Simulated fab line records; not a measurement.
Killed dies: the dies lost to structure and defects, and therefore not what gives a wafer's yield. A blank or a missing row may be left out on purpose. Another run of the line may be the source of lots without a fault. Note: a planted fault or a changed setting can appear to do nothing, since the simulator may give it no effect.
Which of the tools did it? + flow sky130 + 12 lots, 36 wafers sampled, at 5 steps of a route of 708

== WHAT THE GAUGES READ, wafer by wafer ==
SKY_FIELD_ISO_THK_MEAS_02. Usual: for FIELD_ISO_OXIDATION_00_THK the level is 12.21 nm and the standard deviation is 0.25.
| lot  | measured    | on            | FIELD_ISO_OXIDATION_00_THK (nm) | flag |
|------|-------------|---------------|---------------------------------|------|
| L433 | day 1 18:30 | film_metro-04 | 12.35 12.24 12.43               |      |
| L434 | day 2 00:32 | film_metro-03 | 11.89 12.00 11.67               |      |
| L436 | day 2 09:22 | film_metro-03 | 12.13 12.16 12.11               |      |
| L437 | day 2 12:40 | film_metro-04 | 12.49 12.22 12.17               |      |
| L439 | day 2 22:40 | film_metro-03 | 12.09 12.16 11.94               |      |
| L440 | day 3 03:54 | film_metro-02 | 12.25 12.36 12.43               |      |
| L443 | day 3 18:38 | film_metro-02 | 12.53 12.35 12.27               |      |
| L445 | day 4 04:38 | film_metro-04 | 12.52 12.59 12.58               |      |
| L448 | day 4 20:26 | film_metro-03 | 12.04 12.21 11.99               |      |
| L451 | day 5 10:50 | film_metro-04 | 12.52 12.44 12.47               |      |
| L453 | day 5 21:22 | film_metro-02 | 12.24 12.14 12.21               |      |
| L455 | day 6 08:36 | film_metro-03 | 12.65 12.54 12.53               |      |

SKY_FIELD_ISO_THK_MEAS_25. Usual: for FIELD_ISO_CVD_24_THK the level is 592 nm and the standard deviation is 6.8.
| lot  | measured    | on            | FIELD_ISO_CVD_24_THK (nm) | flag |
|------|-------------|---------------|---------------------------|------|
| L433 | day 2 13:58 | film_metro-02 | 588 595 590               |      |
| L434 | day 2 20:35 | film_metro-04 | 589 590 589               |      |
| L436 | day 3 04:40 | film_metro-02 | 596 602 600               |      |
| L437 | day 3 09:57 | film_metro-02 | 592 592 585               |      |
| L439 | day 3 18:06 | film_metro-03 | 587 595 592               |      |
| L440 | day 4 01:08 | film_metro-03 | 592 588 589               |      |
| L443 | day 4 16:14 | film_metro-02 | 581 593 591               |      |
| L445 | day 5 05:03 | film_metro-02 | 600 596 608               |      |
| L448 | day 5 20:23 | film_metro-04 | 581 581 586               |      |
| L451 | day 6 10:08 | film_metro-02 | 593 605 600               |      |
| L453 | day 6 22:45 | film_metro-04 | 599 592 601               |      |
| L455 | day 7 08:49 | film_metro-03 | 585 586 584               |      |

SKY_NWELL_THK_MEAS_02. Usual: for NWELL_OXIDATION_THK the level is 9.94 nm and the standard deviation is 0.21.
| lot  | measured    | on            | NWELL_OXIDATION_THK (nm)            | flag |
|------|-------------|---------------|-------------------------------------|------|
| L433 | day 2 19:17 | film_metro-04 | 9.93 9.63 9.79                      |      |
| L434 | day 3 00:27 | film_metro-01 | 9.88 10.01 9.87                     |      |
| L436 | day 3 09:08 | film_metro-03 | 9.88 9.99 9.94                      |      |
| L437 | day 3 16:14 | film_metro-01 | 9.94 9.76 9.70                      |      |
| L439 | day 3 22:31 | film_metro-01 | 10.19 10.23 10.44                   |      |
| L440 | day 4 07:12 | film_metro-04 | 15.89 15.74 15.79 15.85 15.64 15.77 | OFF  |
| L443 | day 4 23:38 | film_metro-04 | 15.78 16.22 16.05 15.77 16.24 16.01 | OFF  |
| L445 | day 5 11:38 | film_metro-04 | 10.02 10.16 10.10                   |      |
| L448 | day 6 05:55 | film_metro-04 | 16.19 15.87 16.06 16.14 15.90 16.12 | OFF  |
| L451 | day 6 16:30 | film_metro-01 | 9.95 9.70 9.76                      |      |
| L453 | day 7 06:02 | film_metro-01 | 9.94 9.73 9.82                      |      |
| L455 | day 7 14:02 | film_metro-04 | 10.30 10.25 10.08                   |      |

== EACH LOT AND THE TOOL THAT RAN IT (in order: tool; ch and the chambers of the sampled wafers; start) ==
| lot  | SKY_FIELD_ISO_STRIP_16              | SKY_NWELL_OXIDATION_01                                        |
|------|-------------------------------------|---------------------------------------------------------------|
| L433 | plasma_asher-01 ch 0,1, day 2 12:13 | furnace-02 ch 0, day 2 17:53                                  |
| L434 | plasma_asher-02 ch 0,1, day 2 18:13 | furnace-02 ch 0, day 2 23:03                                  |
| L436 | plasma_asher-02 ch 0,1, day 3 02:22 | furnace-02 ch 0, day 3 07:45                                  |
| L437 | plasma_asher-01 ch 0,1, day 3 07:28 | furnace-02 ch 0, day 3 14:50                                  |
| L439 | plasma_asher-01 ch 0,1, day 3 16:18 | furnace-02 ch 0, day 3 21:06                                  |
| L440 | plasma_asher-02 ch 0,1, day 3 23:22 | furnace-01 ch 0, day 4 03:57 and furnace-02 ch 0, day 4 05:49 |
| L443 | plasma_asher-02 ch 0,1, day 4 13:37 | furnace-02 ch 0, day 4 20:25 and furnace-01 ch 0, day 4 22:08 |
| L445 | plasma_asher-01 ch 1, day 5 00:49   | furnace-02 ch 0, day 5 10:13                                  |
| L448 | plasma_asher-01 ch 0,1, day 5 18:37 | furnace-01 ch 0, day 6 01:52                                  |
| L451 | plasma_asher-01 ch 0,1, day 6 07:07 | furnace-02 ch 0, day 6 15:06                                  |
| L453 | plasma_asher-02 ch 0,1, day 6 18:32 | furnace-02 ch 0, day 7 04:38                                  |
| L455 | plasma_asher-01 ch 0,1, day 7 06:16 | furnace-01 ch 0, day 7 12:38                                  |
- SKY_FIELD_ISO_STRIP_16: strips in O2/N2.
- SKY_NWELL_OXIDATION_01: stabilise 600 s, purge 300 s, target thk 10 nm.

== WHAT THE TOOLS THEMSELVES READ (means of the sampled wafers that have a number; where no wafer has one, the mark that the record gives instead) ==
SKY_FIELD_ISO_STRIP_16. Usual: drypump_motor_current_A 5.3 A, standard deviation 0.31; oes_product_au 0.377 a.u., standard deviation 0.0054; strip_time_to_endpoint_s 3.66 s, standard deviation 0.045.
| lot  | tool            | drypump_motor_current_A (A) | oes_product_au (a.u.) | strip_time_to_endpoint_s (s) | flag |
|------|-----------------|-----------------------------|-----------------------|------------------------------|------|
| L433 | plasma_asher-01 | 5.4                         | 0.376                 | 3.65                         |      |
| L434 | plasma_asher-02 | 5.3                         | 0.378                 | 3.71                         |      |
| L436 | plasma_asher-02 | 5.3                         | 0.385                 | 3.66                         |      |
| L437 | plasma_asher-01 | 5.1                         | 0.377                 | 3.70                         |      |
| L439 | plasma_asher-01 | 5.4                         | 0.376                 | 3.66                         |      |
| L440 | plasma_asher-02 | 5.3                         | 0.371                 | 3.63                         |      |
| L443 | plasma_asher-02 | 5.3                         | 0.382                 | 3.64                         |      |
| L445 | plasma_asher-01 | 4.9                         | 0.379                 | 3.74                         |      |
| L448 | plasma_asher-01 | 5.4                         | 0.371                 | 3.60                         |      |
| L451 | plasma_asher-01 | 5.3                         | 0.375                 | 3.66                         |      |
| L453 | plasma_asher-02 | 5.3                         | 0.382                 | 3.69                         |      |
| L455 | plasma_asher-01 | 5.1                         | 0.369                 | 3.63                         |      |

SKY_NWELL_OXIDATION_01. Usual: spike_tc_bottom_C 919 C, standard deviation 4.2; zone_power_upper_pct 17.9 %, standard deviation 0.46.
| lot  | tool                  | spike_tc_bottom_C (C) | zone_power_upper_pct (%) | flag |
|------|-----------------------|-----------------------|--------------------------|------|
| L433 | furnace-02            | 916                   | 18.5                     |      |
| L434 | furnace-02            | 915                   | 18.1                     |      |
| L436 | furnace-02            | 914                   | 18.3                     |      |
| L437 | furnace-02            | 915                   | 18.2                     |      |
| L439 | furnace-02            | 914                   | 18.3                     |      |
| L440 | furnace-01/furnace-02 | 919                   | 18.0                     |      |
| L443 | furnace-02/furnace-01 | 920                   | 17.9                     |      |
| L445 | furnace-02            | 915                   | 18.2                     |      |
| L448 | furnace-01            | 923                   | 17.4                     |      |
| L451 | furnace-02            | 915                   | 18.1                     |      |
| L453 | furnace-02            | 916                   | 18.1                     |      |
| L455 | furnace-01            | 923                   | 17.4                     |      |

== THE ANSWER, worked out from the rows above alone ==
Rule: a lot is off if the mean of its wafers that have a number lies more than 3 standard deviations from the usual mean. A lot without any number at a reading at which 4 lots or more have one is off too. The other lots that the step has rows for count as sound. Order of review: gauges by route order, followed by the tools' own readings, for which a lot's mean as printed above is used. At the first step where some lot is off, the reading lying furthest off is the one used; lots without a number count as furthest.
Off: L440, L443, L448, seen at SKY_NWELL_THK_MEAS_02 (NWELL_OXIDATION_THK).
A tool fits if, at a process step before that reading, it ran every lot that is off, and no sound lot after the first of them. The gauges at SKY_NWELL_THK_MEAS_02 are tried like those tools. Of those tried, none fits.

== WHAT HAD BEEN PUT IN BY THE SIMULATOR ==
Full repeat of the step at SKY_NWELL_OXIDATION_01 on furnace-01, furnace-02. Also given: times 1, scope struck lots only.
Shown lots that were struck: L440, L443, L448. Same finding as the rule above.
